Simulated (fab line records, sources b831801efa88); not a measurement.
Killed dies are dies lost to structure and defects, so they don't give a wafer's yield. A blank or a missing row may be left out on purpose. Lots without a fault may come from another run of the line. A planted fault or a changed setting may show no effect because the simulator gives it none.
Chamber matching | flow sky130 | SKY_PASSIVATION_CVD_00 on pecvd-02: 3 sister chambers
The step deposits SiO2, target thk 90 nm. 6 wafers are shown with their chamber, then 10 later ones without.

WAFERS WITH THEIR CHAMBER
wafer  | chamber | heater_power_w (W)
L083.3 | 2       | 610
L083.4 | 2       | 618
L086.2 | 1       | 610
L086.3 | 1       | 613
L086.4 | 0       | 644
L086.5 | 0       | 658

WAFERS WITHOUT THEIR CHAMBER
wafer  | heater_power_w (W)
L086.6 | 631
L088.1 | 625
L088.3 | 771
L088.6 | 779
L089.1 | 559
L089.3 | 572
L089.6 | 570
L096.2 | 681
L096.3 | 577
L096.5 | 606

WHICH CHAMBER EACH WENT THROUGH
wafer  | from the rows above          | in truth
L086.6 | can't be placed: 2 or 1 or 0 | 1
L088.1 | can't be placed: 2 or 1      | 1
L088.3 | 0                            | 0
L088.6 | 0                            | 0
L089.1 | can't be placed: 1 or 2      | 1
L089.3 | can't be placed: 1 or 2      | 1
L089.6 | can't be placed: 1 or 2      | 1
L096.2 | 0                            | 0
L096.3 | can't be placed: 1 or 2      | 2
L096.5 | can't be placed: 1 or 2      | 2
Placed correctly: 3 of 10. Can't be placed from these rows: 7 (the true chamber is among the candidates in 7). Placed wrongly: 0.
How it was worked out, from the rows above alone: a wafer's distance from a chamber is the root of the sum, over the readings, of the square of ((its reading less the chamber's mean) divided by the reading's scatter). The wafer belongs to the nearest chamber; if the next one is less than 2 further off, it can't be placed. A chamber's mean is the mean of its shown wafers. The scatter: the root of (the sum of the squares of (reading less its chamber's mean) over the shown wafers, divided by (wafers less chambers)).
